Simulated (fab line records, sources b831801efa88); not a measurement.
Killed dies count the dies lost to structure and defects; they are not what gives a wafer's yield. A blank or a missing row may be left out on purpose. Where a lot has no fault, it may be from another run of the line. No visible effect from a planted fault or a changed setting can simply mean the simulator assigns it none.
A struck lot beside a sound one	flow sky130	17 out of 708 route steps
Sound: these wafers, L598.4, L598.5, L598.6. Wafers L585.1, L585.3, L585.4 were the ones struck. The cause comes at the end.
Per side, at each step with rows, come the tool, then ch with its chambers, and then its first start. Under that, the readings that differ: sound wafers	struck wafers	difference of the means	sigmas: that difference in standard deviations of wafers without a fault.
alike: a reading whose means differ by less than 2 such deviations, as well as words and numbers matching on both sides. not compared: withheld readings; readings where some wafer has no value; bounds like >300 that might hide an equal value; numbers whose values overlap and for which the record gives no deviation.
Wherever a step has rows on one side only, a row that says differs or no value, or a row with sigmas, the two part there. Numbers that don't overlap but have no deviation are shown without sigmas and don't part them. Lack of a reading on every wafer of one side parts them only where that side has two or more wafers.

SKY_LDD_HVN_OVL_MEAS_07:
  sound on overlay-01 at day 27 09:19; struck on overlay-01 at day 21 21:18
  alike: LDD_HVN_OVL
following that, these wafers have no rows for 1 step: SKY_LDD_HVN_IMPLANT_08.
SKY_LDD_HVN_STRIP_09: strips in O2/N2.
  sound on plasma-asher-04 ch 0,1, day 27 09:31; struck on plasma-asher-04 ch 0,1, day 21 21:29
  alike: drypump-motor-current-A, n2-flow-sccm, oes-product-au, strip-time-to-endpoint-s
  not compared: rf-hours-counter-h
SKY_LDD_HVN_TW_MEAS_10:
  sound on film-metro-01 at day 27 09:37; struck on film-metro-03 at day 21 21:35
  alike: LDD_HVN_TW
then, 7 steps without rows for these wafers: SKY_LDD_HVP_DEHYDRATE_00 (time 60 s); SKY_LDD_HVP_HMDS_01 (prime time 60 s); SKY_LDD_HVP_COAT_02 (resist thk 300 nm); SKY_LDD_HVP_SOFTBAKE_03 (time 60 s); SKY_LDD_HVP_EXPOSE_04 (exposes mask HVPTM, target cd 700 nm); SKY_LDD_HVP_PEB_05; SKY_LDD_HVP_DEVELOP_06 (develop time 60 s).
SKY_LDD_HVP_OVL_MEAS_07:
  sound on overlay-02 at day 28 14:12; struck on overlay-02 at day 23 04:06
  alike: LDD_HVP_OVL
SKY_LDD_HVP_IMPLANT_08:
  sound on implanter-02 ch 0, day 28 14:17; struck on implanter-04 ch 0, day 23 04:27
SKY_LDD_HVP_STRIP_09: strips in O2/N2.
  sound on plasma-asher-02 ch 0,1, day 28 14:24; struck on plasma-asher-03 ch 0,1, day 23 04:36
  alike: drypump-motor-current-A, n2-flow-sccm, oes-product-au, strip-time-to-endpoint-s
  not compared: rf-hours-counter-h
SKY_LDD_HVP_TW_MEAS_10:
  sound on film-metro-03 at day 28 14:30; struck on film-metro-03 at day 23 04:42
reading	sound	struck	difference	sigmas
LDD_HVP_TW	449 451 448	562 563 558	+112	+23
then, 1 step without rows for these wafers: SKY_LDD_LDN_DEHYDRATE_00 (time 60 s).
-- a jump in the record: the struck wafers' starts before and after are 24 days apart (it breaks off in module LDD_LDN and resumes in module PAD_OPEN, where the first step shown is number 708 of the route) --
SKY_PAD_OPEN_PROBE_99:
  sound on prober-01 at day 50 09:26; struck on prober-01 at day 46 21:32
reading	sound	struck	difference	sigmas
model.etest.tip_p_5v.rs-ohm-sq	2919 2886 2912	1738 1747 1734	-1166	
model.etest.pfet-g5v0d10v5.r-on-ohm-um	4836 4867 4858	4369 4307 4318	-522	
model.etest.pfet-g5v0d10v5.drive-ua-um	335.1 331.8 330.6	369.9 380.6 377.4	+43.5	
model.etest.res-pdiff-hv.rs-ohm-sq	191 193.7 193.6	187.1 187.3 185.4	-6.2	
model.etest.pfet-g5v0d10v5.off-log10-a-um	-13.16 -13.24 -13.29	-10.57 -10.29 -10.51	+2.77	
model.etest.ring_5v.delay-ps	45.15 45.27 45.93	43.57 42.78 43.4	-2.20	
model.etest.pfet-g5v0d10v5.vt-sat-v (V)	-0.7043 -0.7061 -0.7008	-0.4728 -0.4481 -0.453	+0.2458	
  alike: killed_at_M0_to_M3, killed_at_M4_up, killed-at-contacts, killed-at-front-end, killed-at-other, killed-dies, killed-open, killed-short

## WHERE THEY PART
SKY_LDD_HVP_TW_MEAS_10 only, going by this record. Later steps at which nothing parts them and some readings are alike: SKY_PAD_OPEN_PROBE_99.

WHY: what the simulator had put in
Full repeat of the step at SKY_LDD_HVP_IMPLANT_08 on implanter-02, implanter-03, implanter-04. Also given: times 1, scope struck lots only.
